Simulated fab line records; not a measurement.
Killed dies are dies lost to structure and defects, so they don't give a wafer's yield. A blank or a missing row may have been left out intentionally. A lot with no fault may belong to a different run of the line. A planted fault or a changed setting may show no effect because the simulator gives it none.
fab line records	flow sky130
[record] lots = 6	wafers = 18	lastDay = 49
route steps=708 shown VIA3@581 PAD_OPEN@708
lots that met no fault: from a run of the same line without faults
startH: start of the lot's first displayed wafer, in hours after the record's first day	waitH: hours from the lot's prior step to this one	" as in the row above	L1.1+2: several wafers, shown together as one row	- either no value or no given start	* or withheld: withheld	< > ~ a bound
route shown NAME@n: a module of which the file shows steps, and the number in the route of the first	usual: the fault-free wafers' mean and standard deviation	same: alike in all rows	chamber/n: place in a boat	sites: readings site by site	_std_site: their standard deviation	_edge_site: mean of outer sites minus mean of inner sites	radiusMm: how far each site lies from the wafer's centre	mask NAME#n: copy n	behind: the tool/chamber that last shaped the wafer	hold: why the lot went on hold/how many hours it stayed there/how the hold came to an end	device: names the non-switching transistor (n, p or np)	end of line: at the end of the route, the tests of the same wafers	step lacking rows: just its recipe	killed: not the wafer's yield, but the dies lost to structure and defects at the first sort	map: a wafer's dies, marking killed ones x, the rest . and places with no die _
set.NAME: the setting as run; set.NAME@STEP: as run at that earlier step	model.NAME: the simulator's own value behind a step, which no gauge read
lots seen at some steps along the route; tables by step, rows by wafer
services: from which hour (startH, from the record's first day; less than 0 if before it) a tool's chamber was out of use, for how many hours, and why
[[steps]]
[step SKY_VIA3_SOFTBAKE_08]
[recipe] tempC = 100	timeS = 92.91	resist = KrF-thick
[usual] plateSensorTCentreC = 100.88/0.011	plateSensorTEdgeC = 100.95/0.01
lot.wafer	tool	chamber	startH	waitH	plateSensorTCentreC	plateSensorTEdgeC
L246.1	lithoTrack-03	0	-	-	100.88	100.96
L246.3	"	0	"	"	100.91	100.96
L246.4	"	0	"	"	100.89	100.96
L252.1	lithoTrack-03	0	-	-	100.87	100.94
L252.3	"	0	"	"	100.87	100.95
L252.4	"	0	"	"	100.88	100.95
L253.1	lithoTrack-04	0	-	-	100.88	100.95
L253.4	"	0	"	"	100.89	100.93
L253.5	"	0	"	"	100.89	100.95
L254.1	lithoTrack-02	0	-	-	100.88	100.96
L254.4	"	0	"	"	100.87	100.97
L254.6	"	0	"	"	100.91	100.96
L257.1	lithoTrack-04	0	-	-	100.86	100.95
L257.4	"	0	"	"	100.88	100.96
L257.6	"	0	"	"	100.89	100.97
L259.1	lithoTrack-04	0	-	-	100.89	100.95
L259.2	"	0	"	"	100.88	100.96
L259.5	"	0	"	"	100.86	100.95
[step SKY_VIA3_EXPOSE_09]
[recipe] maskId = VIM3	na = 0.8	sourceShape = annular	sigmaInner = 0.55	sigmaOuter = 0.85	targetCdNm = 200	doseMj = 38
[step SKY_VIA3_PEB_10]
[recipe] pebTempC = withheld	pebTimeS = withheld	resist = KrF-thick
[step SKY_VIA3_DEVELOP_11]
[recipe] developTimeS = 60	resist = KrF-thick	devTempC = 21
[step SKY_VIA3_CD_MEAS_12]
[recipe] targetCdNm = 200
[usual] cdNm = 200.0/1.6
lot.wafer	tool	chamber	startH	waitH	cdNm
L246.1	cdSem-01	-	962.64	-	200.1
L246.3	"	-	"	"	199.3
L246.4	"	-	"	"	199.3
L252.1	cdSem-01	-	996.04	-	197.9
L252.3	"	-	"	"	199.6
L252.4	"	-	"	"	197.1
L253.1	cdSem-02	-	1000.84	-	198.4
L253.4	"	-	"	"	199.0
L253.5	"	-	"	"	199.0
L254.1	cdSem-02	-	1017.39	-	201.8
L254.4	"	-	"	"	202.2
L254.6	"	-	"	"	202.0
L257.1	cdSem-02	-	1034.52	-	197.7
L257.4	"	-	"	"	198.4
L257.6	"	-	"	"	198.8
L259.1	cdSem-01	-	1046.54	-	200.1
L259.2	"	-	"	"	201.0
L259.5	"	-	"	"	201.7
[step SKY_VIA3_OVL_MEAS_13]
[usual] VIA3_OVL = 1/6.4
lot.wafer	tool	chamber	startH	waitH	VIA3_OVL[nm]
L246.1	overlay-01	-	962.76	0.1	-5
L246.3	"	-	"	"	-3
L246.4	"	-	"	"	-5
L252.1	overlay-02	-	996.16	0.1	-13
L252.3	"	-	"	"	-16
L252.4	"	-	"	"	-8
L253.1	overlay-02	-	1000.96	0.1	-11
L253.4	"	-	"	"	-13
L253.5	"	-	"	"	-1
L254.1	overlay-01	-	1017.51	0.1	9
L254.4	"	-	"	"	4
L254.6	"	-	"	"	8
L257.1	overlay-01	-	1034.64	0.1	11
L257.4	"	-	"	"	2
L257.6	"	-	"	"	4
L259.1	overlay-01	-	1046.66	0.1	6
L259.2	"	-	"	"	14
L259.5	"	-	"	"	4
[step SKY_VIA3_ETCH_14]
[recipe] chemistry = N2/H2	target = BARC	ionEnergyEv = 200	sourceW = 500	biasW = 100	pressureMtorr = 30	n2FlowSccm = 100	h2FlowSccm = 200	stopOn = SiO2	timeS = 45.9	targetDepthA = 600
[usual] drypumpMotorCurrentA = 5.9/0.32	h2FlowSccm = 200.0/0.63	oesProductAu = 0.854/0.0044	throttleValvePct = 13.225/0.0094
lot.wafer	tool	chamber	startH	waitH	drypumpMotorCurrentA	h2FlowSccm	oesProductAu	rfHoursCounterH	throttleValvePct
L246.1	rieDiel-03	1	962.79	0.0	5.9	200.9	0.858	21	13.222
L246.3	"	3	"	"	6.5	199.2	0.853	7	13.224
L246.4	"	1	"	"	5.9	200.3	0.851	-	13.211
L252.1	rieDiel-02	0	996.20	0.0	5.9	200.4	0.856	4	13.231
L252.3	"	1	"	"	5.7	200.6	0.852	3	13.227
L252.4	"	2	"	"	5.8	199.3	0.856	10	13.236
L253.1	rieDiel-02	1	1001.00	0.0	5.7	200.2	0.857	3	13.221
L253.4	"	2	"	"	5.8	199.0	0.856	10	13.201
L253.5	"	0	"	"	5.9	199.5	0.865	-	13.220
L254.1	rieDiel-04	0	1017.55	0.0	5.7	200.6	0.856	21	13.217
L254.4	"	2	"	"	6.5	201.1	0.854	13	13.241
L254.6	"	2	"	"	6.5	200.6	0.860	-	13.213
L257.1	rieDiel-02	0	1034.67	0.0	5.9	200.1	0.855	5	13.227
L257.4	"	3	"	"	5.4	200.1	0.847	25	13.219
L257.6	"	2	"	"	5.8	200.0	0.851	-	13.227
L259.1	rieDiel-02	3	1046.70	0.0	5.4	199.5	0.852	26	13.240
L259.2	"	2	"	"	5.9	200.5	0.854	12	13.227
L259.5	"	1	"	"	5.7	199.3	0.858	-	13.228
[step SKY_VIA3_ETCH_15]
[recipe] target = SiO2	chemistry = C4F8/O2/Ar	targetDepthNm = 507	stopOn = TiN	maskMaterial = KrF-thick	sourceW = 1500	biasW = 1200	pressureMtorr = 40	c4f8FlowSccm = withheld	O2_flow_sccm = 6	Ar_flow_sccm = 300	timeS = 78
[usual] oesProductAu = 0.947/0.0055
lot.wafer	tool	chamber	startH	waitH	oesProductAu	rfHoursCounterH
L246.1	rieDiel-03	1	962.84	0.0	0.956	21
L246.3	"	3	"	"	0.946	7
L246.4	"	1	"	"	0.950	-
L252.1	rieDiel-02	0	996.24	0.0	0.944	4
L252.3	"	1	"	"	0.955	3
L252.4	"	2	"	"	0.946	10
L253.1	rieDiel-02	1	1001.04	0.0	0.953	3
L253.4	"	2	"	"	0.937	10
L253.5	"	0	"	"	0.949	-
L254.1	rieDiel-04	0	1017.59	0.0	0.943	21
L254.4	"	2	"	"	0.950	13
L254.6	"	2	"	"	0.947	-
L257.1	rieDiel-02	0	1034.72	0.0	0.951	5
L257.4	"	3	"	"	0.938	25
L257.6	"	2	"	"	0.940	-
L259.1	rieDiel-02	3	1046.74	0.0	0.947	26
L259.2	"	2	"	"	0.950	12
L259.5	"	1	"	"	0.944	-
[step SKY_VIA3_STRIP_16]
[recipe] chemistry = O2/N2	powerW = 1400	pressureMtorr = 1500	platenTempC = withheld	o2FlowSccm = 3000	n2FlowSccm = 300	overashFraction = 0.5
[usual] drypumpMotorCurrentA = 6.1/0.4	oesProductAu = 0.403/0.0047	stripTimeToEndpointS = 4.133/0.029
[same] overashFraction = 0.5
lot.wafer	tool	chamber	startH	waitH	drypumpMotorCurrentA	oesProductAu	rfHoursCounterH	stripTimeToEndpointS
L246.1	plasmaAsher-02	0	962.90	0.0	6.3	0.400	85	4.090
L246.3	"	1	"	"	5.8	0.399	-	4.094
L246.4	"	0	"	"	6.3	0.396	-	4.071
L252.1	plasmaAsher-04	0	996.30	0.0	6.4	0.407	118	4.131
L252.3	"	0	"	"	6.4	0.399	-	4.111
L252.4	"	1	"	"	5.8	0.404	-	4.106
L253.1	plasmaAsher-03	0	1001.10	0.0	6.6	0.399	25	4.150
L253.4	"	0	"	"	6.6	0.404	-	4.117
L253.5	"	1	"	"	5.5	0.401	-	4.170
L254.1	plasmaAsher-02	0	1017.65	0.0	6.3	0.402	90	4.193
L254.4	"	0	"	"	6.3	0.402	-	4.112
L254.6	"	0	"	"	6.3	0.409	-	4.119
L257.1	plasmaAsher-04	0	1034.78	0.0	6.4	0.417	122	4.144
L257.4	"	1	"	"	5.8	0.402	-	4.129
L257.6	"	0	"	"	6.4	0.397	-	4.119
L259.1	plasmaAsher-04	0	1046.80	0.0	6.4	0.399	123	4.136
L259.2	"	1	"	"	5.8	0.410	123	4.167
L259.5	"	0	"	"	6.4	0.413	-	4.171
[step SKY_VIA3_STRIP_17]
[recipe] chemistry = postEtchResidueRemover	timeS = 1200	tempC = 72.5
[step SKY_VIA3_CLEAN_18]
[recipe] chemistry = IPA	timeS = 180	tempC = 25
[step SKY_VIA3_CLEAN_19]
[recipe] chemistry = O3/DIW	dry = n2Spin
[step SKY_VIA3_SPUTTER_20]
[recipe] material = TiN	targetThkNm = 20	chamberPressurePa = 5	powerW = 4000	timeS = 80
[usual] cathodeDcPowerW = 4000.0/0.66	chamberPressurePa = 5.000/0.01	throttleValvePct = 29.5/0.8
lot.wafer	tool	chamber	startH	waitH	cathodeDcPowerW	chamberPressurePa	throttleValvePct
L246.1	pvdSputter-03	-	963.49	0.0	4001.5	4.998	29.6
L246.3	"	-	"	"	3999.2	5.000	29.0
L246.4	"	-	"	"	4001.0	5.000	30.2
L252.1	pvdSputter-04	-	996.89	0.0	3999.8	5.024	30.0
L252.3	"	-	"	"	3999.9	4.999	29.5
L252.4	"	-	"	"	4001.0	5.003	29.6
L253.1	pvdSputter-04	-	1002.04	0.0	-	-	-
L253.4	"	-	"	"	-	-	-
L253.5	"	-	"	"	-	-	-
L254.1	pvdSputter-02	-	1018.29	0.0	-	-	-
L254.4	"	-	"	"	-	-	-
L254.6	"	-	"	"	-	-	-
L257.1	pvdSputter-04	-	1035.37	0.0	3999.4	5.006	30.2
L257.4	"	-	"	"	4000.6	5.003	30.0
L257.6	"	-	"	"	4000.4	5.018	29.8
L259.1	pvdSputter-04	-	1047.40	0.0	4001.5	5.020	29.9
L259.2	"	-	"	"	3999.4	4.987	30.5
L259.5	"	-	"	"	4000.5	5.006	29.8
[step SKY_VIA3_CVD_21]
[recipe] material = W	targetThkNm = 390	timeS = 117.31	tempC = 400	pressureTorr = 40
[usual] heaterPowerW = 932/110	susceptorTempC = 399.97/0.23
lot.wafer	tool	chamber	startH	waitH	heaterPowerW	susceptorTempC
L246.1	cvdW-01	0	963.55	0.0	910	400.19
L246.3	"	1	"	"	767	400.45
L246.4	"	0	"	"	887	399.94
L252.1	cvdW-01	0	996.95	0.0	907	399.82
L252.3	"	0	"	"	914	399.80
L252.4	"	1	"	"	782	399.88
L253.1	cvdW-01	0	1002.10	0.0	931	399.70
L253.4	"	1	"	"	796	399.95
L253.5	"	1	"	"	776	399.75
L254.1	cvdW-01	1	1018.35	0.0	824	400.17
L254.4	"	0	"	"	930	399.68
L254.6	"	1	"	"	792	400.29
L257.1	cvdW-02	1	1035.43	0.0	1089	399.79
L257.4	"	1	"	"	1072	399.91
L257.6	"	1	"	"	1093	399.87
L259.1	cvdW-02	1	1047.46	0.0	1092	400.32
L259.2	"	0	"	"	874	399.88
L259.5	"	1	"	"	1103	400.13
[step SKY_PAD_OPEN_PROBE_99]
[usual] defectLimitedYield = 82.4/2	killed_at_M0_to_M3 = 43/6.8	killed_at_M4_up = 3.1/1.8	killedAtContacts = 25/5.8	killedAtFrontEnd = 15/4.2	killedAtOther = 0.3/0.5	killedDies = 87/9.7	killedOnRim = 17/4.1	killedOpen = 47/7.3	killedShort = 39/6.6	sort_bin_3_pad_short = 0.9/0.37	sort_bin_5_function = 10.4/1.4	sort_bin_6_memory = 6.3/1.1	sortNPass = 405/9.7	sortYieldPct = 82.4/2
[same] grossDies = 492	killedAtBackSide = 0	sort_bin_4_leakage[%] = 0	sort_bin_8_speed[%] = 0
lot.wafer	tool	chamber	startH	waitH	defectLimitedYield[%]	killed_at_M0_to_M3	killed_at_M4_up	killedAtContacts	killedAtFrontEnd	killedAtOther	killedDies	killedOnRim	killedOpen	killedShort	sort_bin_3_pad_short[%]	sort_bin_5_function[%]	sort_bin_6_memory[%]	sortNPass	sortYieldPct[%]
L246.1	prober-02	-	1106.49	0.1	85.0	37	1	18	18	0	74	11	38	36	1.0	9.1	4.9	418	85.0
L246.3	prober-02	-	1106.59	0.2	84.1	38	4	22	14	0	78	16	43	35	1.0	8.1	6.7	414	84.1
L246.4	prober-02	-	1106.64	0.2	80.7	53	4	26	12	0	95	22	48	47	1.0	11.8	6.5	397	80.7
L252.1	prober-02	-	1132.49	0.1	82.7	44	1	29	11	0	85	13	47	38	1.2	9.6	6.5	407	82.7
L252.3	prober-02	-	1132.59	0.2	83.9	44	1	22	12	0	79	19	44	35	0.8	7.7	7.5	413	83.9
L252.4	prober-02	-	1132.64	0.2	83.1	41	2	28	12	0	83	17	47	36	1.0	10.4	5.5	409	83.1
L253.1	prober-02	-	1136.85	0.1	0	442	5	29	16	0	492	96	46	47	1.2	91.9	6.9	0	0
L253.4	prober-02	-	1137.00	0.2	0	463	2	17	10	0	492	96	36	27	1.4	93.9	4.7	0	0
L253.5	prober-02	-	1137.05	0.2	0	444	0	32	14	2	492	96	42	40	0.8	93.3	5.9	0	0
L254.1	prober-01	-	1150.94	0.1	0	445	3	27	16	1	492	96	50	29	0.6	94.7	4.7	0	0
L254.4	prober-01	-	1151.09	0.2	0	442	4	31	15	0	492	96	45	45	0.4	92.7	6.9	0	0
L254.6	prober-01	-	1151.19	0.2	0	441	3	29	19	0	492	96	53	38	1.2	92.1	6.7	0	0
L257.1	prober-02	-	1163.55	0.1	81.1	47	2	25	19	0	93	15	60	33	1.0	10.2	7.7	399	81.1
L257.4	prober-02	-	1163.70	0.2	82.5	45	3	23	15	0	86	19	43	43	0.6	10.4	6.5	406	82.5
L257.6	prober-02	-	1163.80	0.2	82.7	44	1	12	28	0	85	18	50	35	1.0	10.0	6.3	407	82.7
L259.1	prober-02	-	1175.49	0.1	83.5	40	5	23	13	0	81	14	52	29	0.6	11.4	4.5	411	83.5
L259.2	prober-02	-	1175.54	0.1	83.9	32	4	27	16	0	79	16	49	30	1.0	10.4	4.7	413	83.9
L259.5	prober-02	-	1175.69	0.2	82.5	39	4	29	14	0	86	18	35	51	0.6	10.0	6.9	406	82.5
// killed by level:class
L246.1 VIA1:geometricParticle:open=9 CONTACT:geometricParticle:open=8 VIA3:geometricParticle:short=7 POLY_GATE:geometricParticle:short=6 POLY_GATE:geometricParticle:open=4 FIELD_ISO:geometricParticle:open=3 LOCAL_INTERCONNECT:geometricParticle:short=3 CONTACT:geometricParticle:short=3
L246.3 VIA1:geometricParticle:open=13 CONTACT:geometricParticle:open=10 LI_CONTACT:geometricParticle:short=6 VIA3:geometricParticle:open=5 METAL2:geometricParticle:short=4 METAL4:geometricParticle:short=4 FIELD_ISO:geometricParticle:open=3 CONTACT:geometricParticle:short=3
L246.4 VIA1:geometricParticle:open=11 METAL2:geometricParticle:short=9 CONTACT:geometricParticle:open=9 VIA1:geometricParticle:short=9 VIA3:geometricParticle:open=7 LI_CONTACT:geometricParticle:open=7 CONTACT:geometricParticle:short=7 METAL1:geometricParticle:short=5
L252.1 CONTACT:geometricParticle:open=15 VIA1:geometricParticle:open=11 METAL2:geometricParticle:short=6 VIA2:geometricParticle:open=6 LI_CONTACT:geometricParticle:open=5 METAL1:geometricParticle:short=5 FIELD_ISO:geometricParticle:short=4 LI_CONTACT:geometricParticle:short=4
L252.3 CONTACT:geometricParticle:open=9 VIA1:geometricParticle:open=9 VIA3:geometricParticle:open=9 METAL2:geometricParticle:short=6 VIA2:geometricParticle:open=6 FIELD_ISO:geometricParticle:open=5 CONTACT:geometricParticle:short=5 LI_CONTACT:geometricParticle:short=4
L252.4 VIA1:geometricParticle:open=12 LI_CONTACT:geometricParticle:open=8 LI_CONTACT:geometricParticle:short=7 VIA2:geometricParticle:open=7 CONTACT:geometricParticle:open=6 VIA1:geometricParticle:short=6 METAL2:geometricParticle:short=5 VIA3:geometricParticle:open=4
L253.1 VIA3:areaSputter=399 VIA2:geometricParticle:open=10 LOCAL_INTERCONNECT:geometricParticle:short=9 CONTACT:geometricParticle:open=7 LI_CONTACT:geometricParticle:open=6 FIELD_ISO:geometricParticle:open=5 VIA1:geometricParticle:open=5 VIA1:geometricParticle:short=5
L253.4 VIA3:areaSputter=429 VIA1:geometricParticle:open=7 VIA2:geometricParticle:open=7 METAL1:geometricParticle:short=6 LI_CONTACT:geometricParticle:open=5 POLY_GATE:geometricParticle:open=4 CONTACT:geometricParticle:open=4 VIA3:geometricParticle:open=4
L253.5 VIA3:areaSputter=410 LI_CONTACT:geometricParticle:open=11 CONTACT:geometricParticle:short=8 CONTACT:geometricParticle:open=8 VIA2:geometricParticle:open=7 METAL3:geometricParticle:short=6 FIELD_ISO:geometricParticle:open=5 VIA1:geometricParticle:open=5
L254.1 VIA3:areaSputter=413 CONTACT:geometricParticle:open=13 VIA3:geometricParticle:open=10 VIA1:geometricParticle:open=8 FIELD_ISO:geometricParticle:open=6 LI_CONTACT:geometricParticle:open=5 CONTACT:geometricParticle:short=5 VIA3:geometricParticle:short=5
L254.4 VIA3:areaSputter=402 CONTACT:geometricParticle:open=12 VIA1:geometricParticle:open=11 LI_CONTACT:geometricParticle:open=5 LOCAL_INTERCONNECT:geometricParticle:short=5 METAL1:geometricParticle:short=5 VIA3:geometricParticle:short=5 POLY_GATE:geometricParticle:short=4
L254.6 VIA3:areaSputter=401 VIA1:geometricParticle:open=10 VIA2:geometricParticle:open=9 CONTACT:geometricParticle:open=8 LI_CONTACT:geometricParticle:open=8 CONTACT:geometricParticle:short=7 METAL2:geometricParticle:short=6 FIELD_ISO:geometricParticle:short=5
L257.1 VIA1:geometricParticle:open=12 VIA2:geometricParticle:open=11 VIA3:geometricParticle:open=10 LI_CONTACT:geometricParticle:open=9 CONTACT:geometricParticle:open=8 LOCAL_INTERCONNECT:geometricParticle:short=7 FIELD_ISO:geometricParticle:short=6 POLY_GATE:geometricParticle:short=5
L257.4 VIA1:geometricParticle:short=8 VIA1:geometricParticle:open=7 VIA3:geometricParticle:open=7 POLY_GATE:geometricParticle:short=6 LI_CONTACT:geometricParticle:open=6 LOCAL_INTERCONNECT:geometricParticle:short=5 CONTACT:geometricParticle:open=5 CONTACT:geometricParticle:short=5
L257.6 FIELD_ISO:geometricParticle:short=8 VIA1:geometricParticle:open=8 VIA2:geometricParticle:open=8 VIA3:geometricParticle:open=8 FIELD_ISO:geometricParticle:open=7 POLY_GATE:geometricParticle:short=6 POLY_GATE:geometricParticle:open=5 METAL2:geometricParticle:short=5
L259.1 VIA1:geometricParticle:open=11 VIA3:geometricParticle:open=8 CONTACT:geometricParticle:open=8 LI_CONTACT:geometricParticle:open=5 CONTACT:geometricParticle:short=5 FIELD_ISO:geometricParticle:open=4 METAL1:geometricParticle:short=4 VIA1:geometricParticle:short=4
L259.2 LI_CONTACT:geometricParticle:open=13 CONTACT:geometricParticle:short=8 VIA1:geometricParticle:open=8 CONTACT:geometricParticle:open=6 VIA1:geometricParticle:short=6 FIELD_ISO:geometricParticle:open=5 VIA3:geometricParticle:open=5 POLY_GATE:geometricParticle:short=4
L259.5 VIA1:geometricParticle:open=7 LI_CONTACT:geometricParticle:open=7 VIA1:geometricParticle:short=7 LI_CONTACT:geometricParticle:short=6 CONTACT:geometricParticle:short=6 METAL2:geometricParticle:short=6 POLY_GATE:geometricParticle:open=5 CONTACT:geometricParticle:open=5
// map L253.1 (x killed, . not)
__________xxxxxxxxxx_________
________xxxxxxxxxxxxxx_______
______xxxxxxxxxxxxxxxxxx_____
_____xxxxxxxxxxxxxxxxxxxx____
____xxxxxxxxxxxxxxxxxxxxxx___
___xxxxxxxxxxxxxxxxxxxxxxxx__
__xxxxxxxxxxxxxxxxxxxxxxxxxx_
_xxxxxxxxxxxxxxxxxxxxxxxxxxxx
_xxxxxxxxxxxxxxxxxxxxxxxxxxxx
_xxxxxxxxxxxxxxxxxxxxxxxxxxxx
_xxxxxxxxxxxxxxxxxxxxxxxxxxxx
_xxxxxxxxxxxxxxxxxxxxxxxxxxxx
_xxxxxxxxxxxxxxxxxxxxxxxxxxxx
_xxxxxxxxxxxxxxxxxxxxxxxxxxxx
_xxxxxxxxxxxxxxxxxxxxxxxxxxxx
__xxxxxxxxxxxxxxxxxxxxxxxxxx_
___xxxxxxxxxxxxxxxxxxxxxxxx__
____xxxxxxxxxxxxxxxxxxxxxx___
_____xxxxxxxxxxxxxxxxxxxx____
______xxxxxxxxxxxxxxxxxx_____
________xxxxxxxxxxxxxx_______
__________xxxxxxxxxx_________
// map L254.1 (x killed, . not)
__________xxxxxxxxxx_________
________xxxxxxxxxxxxxx_______
______xxxxxxxxxxxxxxxxxx_____
_____xxxxxxxxxxxxxxxxxxxx____
____xxxxxxxxxxxxxxxxxxxxxx___
___xxxxxxxxxxxxxxxxxxxxxxxx__
__xxxxxxxxxxxxxxxxxxxxxxxxxx_
_xxxxxxxxxxxxxxxxxxxxxxxxxxxx
_xxxxxxxxxxxxxxxxxxxxxxxxxxxx
_xxxxxxxxxxxxxxxxxxxxxxxxxxxx
_xxxxxxxxxxxxxxxxxxxxxxxxxxxx
_xxxxxxxxxxxxxxxxxxxxxxxxxxxx
_xxxxxxxxxxxxxxxxxxxxxxxxxxxx
_xxxxxxxxxxxxxxxxxxxxxxxxxxxx
_xxxxxxxxxxxxxxxxxxxxxxxxxxxx
__xxxxxxxxxxxxxxxxxxxxxxxxxx_
___xxxxxxxxxxxxxxxxxxxxxxxx__
____xxxxxxxxxxxxxxxxxxxxxx___
_____xxxxxxxxxxxxxxxxxxxx____
______xxxxxxxxxxxxxxxxxx_____
________xxxxxxxxxxxxxx_______
__________xxxxxxxxxx_________
[[services]]
tool	chamber	startH	hours	kind
pvdSputter-04	-	944.69	2.5	repair
rieDiel-03	0	959.98	5.4	repair
rieDiel-02	-	962.18	28.1	pm
plasmaAsher-02	-	963.80	3.3	repair
pvdSputter-04	0	979.92	-	consumableReplace:kit
pvdSputter-04	0	979.92	18.0	scheduledDown
pvdSputter-04	0	979.92	18.0	ventCycle
pvdSputter-02	2	981.69	-	consumableReplace:kit
pvdSputter-02	2	981.69	18.0	scheduledDown
pvdSputter-02	2	981.69	18.0	ventCycle
rieDiel-03	3	990.68	4.2	repair
rieDiel-03	2	998.88	7.7	repair
rieDiel-02	-	1013.19	1.1	repair
pvdSputter-03	-	1014.78	18.9	repair
rieDiel-02	-	1015.50	2.1	repair
rieDiel-02	2	1019.81	5.7	repair
plasmaAsher-03	-	1027.53	0.9	repair
rieDiel-03	3	1037.54	25.8	repair
pvdSputter-03	2	1039.33	-	consumableReplace:kit
pvdSputter-03	2	1039.33	18.0	scheduledDown
pvdSputter-03	2	1039.33	18.0	ventCycle
plasmaAsher-03	-	1043.18	2.8	pm
[[key]]
[firstSign] step = SKY_VIA3_SPUTTER_20	reading = toolRecord	direction = missing
[effect] step = SKY_PAD_OPEN_PROBE_99	reading = killed_at_M0_to_M3	direction = up	sigmas = 59	usual = 43	struck = 446
[moreKillsBornAt] SKY_VIA3_SPUTTER_20@pvdSputter-04 = 1235	SKY_VIA3_SPUTTER_20@pvdSputter-02 = 1213
metAt SKY_VIA3_SPUTTER_20
struckWafers L253.1,L253.4,L253.5,L254.1,L254.4,L254.6
laterRowsLeftOut L253.1,L253.4,L253.5,L254.1,L254.4,L254.6
onsetBetween 996.89 1002.04
[fault] kind = skippedStepWhole	tool = pvdSputter-02,pvdSputter-04	chamber = -	onsetH = 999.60	steps = SKY_VIA3_SPUTTER_20	scope = struckLotsOnly
// laterRowsLeftOut: the simulator's readings of these wafers behind a module that went badly wrong aren't trusted and aren't shown, but for the sort
